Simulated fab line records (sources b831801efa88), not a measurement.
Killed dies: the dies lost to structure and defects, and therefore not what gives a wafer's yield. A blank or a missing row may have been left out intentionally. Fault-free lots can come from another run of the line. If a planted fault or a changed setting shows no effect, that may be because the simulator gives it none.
Problem report, 8D (eight disciplines) form, completed by code + flow gf180mcu + the parts of the form that need people (team, actions taken, sign-off) are left out

== 1. WHAT WENT WRONG ==
At GF_M4_METAL_ETCH_16, bias-w averages 213.4 W over 6 wafers from 2 lots, while fault-free wafers read 140.0 W, standard deviation 0.39. So: +99 or more standard deviations from the usual mean.
The step: etches the open film in Cl2/BCl3, stops on SiO2, target depth 750.8 nm, time 125.1 s.
Earliest sighting: wafer L161.2 on rie-metal-03 at day 26 20:50. At this step, 33 wafers from 11 lots have a number in the record. Rule for "out" (also "out of limits"): further than 4 standard deviations from the usual mean. The other wafers with a number count as sound.

== 2. WHAT IT IS; WHAT IT IS NOT ==
| question                    | is                     | is not                                                                                       |
|-----------------------------|------------------------|----------------------------------------------------------------------------------------------|
| which readings at this step | bias-w                 | drypump-motor-current-A                                                                      |
| which lots                  | L161, L163             | L156, L158, L159, L160, L162, L171, L172, L173, L174                                         |
| which wafers of those lots  | all that have a number | -                                                                                            |
| read on which tools         | rie-metal-03           | rie-metal-02, rie-metal-04                                                                   |
| when                        | from day 26 20:50      | up to then (12 sound wafers); but 15 sound wafers of L162, L171, L172, L173, L174 came after |

== 3. SUSPECTS, AND WHAT RULES EACH OUT ==
Counting: a tool stays on the suspect list if, at a process step up to the reading, it processed all lots that are out and no sound lot following the first of them.
- rie-metal-03 at GF_M4_METAL_ETCH_16 (etches the open film in Cl2/BCl3, stops on SiO2, target depth 750.8 nm, time 125.1 s): ruled out as a lasting fault. The sound lots L171, L173 went through it after L161, its earliest lot that is out (day 26 20:50).
Left after counting: nothing in the record.

== 4. THE CAUSE (what the simulator had put in) ==
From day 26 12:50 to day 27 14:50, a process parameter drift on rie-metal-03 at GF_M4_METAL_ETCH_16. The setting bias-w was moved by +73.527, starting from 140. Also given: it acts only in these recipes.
Counting ruled it out, wrongly.

== 5. THE CHAIN OF EFFECTS, in route order ==
Rows list readings where the struck wafers' mean (over those with a number) sits beyond 3 standard deviations from the usual. Only readings whose record carries a usual standard deviation are examined. hours: median over the lots of the time between each lot's start at the first step of this table that gives one and its start at this step. sigmas: the change, counted in usual standard deviations.
| hours | step                | reading                  | usual      | on struck wafers | change | sigmas      |
|-------|---------------------|--------------------------|------------|------------------|--------|-------------|
| 0     | GF_M4_METAL_ETCH_16 | bias-w                   | 140.0 W    | 213.4            | +73.4  | +99 or more |
| 0     | GF_M4_STRIP_17      | oes-product-au           | 0.536 a.u. | 0.516            | -0.020 | -4.1        |
| 0     | GF_M4_STRIP_17      | strip-time-to-endpoint-s | 7.37 s     | 6.90             | -0.47  | -10         |
The process steps in it:
- GF_M4_METAL_ETCH_16: etches the open film in Cl2/BCl3, stops on SiO2, target depth 750.8 nm, time 125.1 s.
- GF_M4_STRIP_17: strips in O2/N2.
At these later measuring or inspecting steps, every struck wafer for which the step has a row has a number for every such reading, and none has moved that far: GF_V4_CD_MEAS_14.

== 6. WHAT WOULD HAVE CAUGHT IT SOONER ==
The fault began at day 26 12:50; the first out-of-limits reading in this record came at day 26 20:50, 8 hours later.
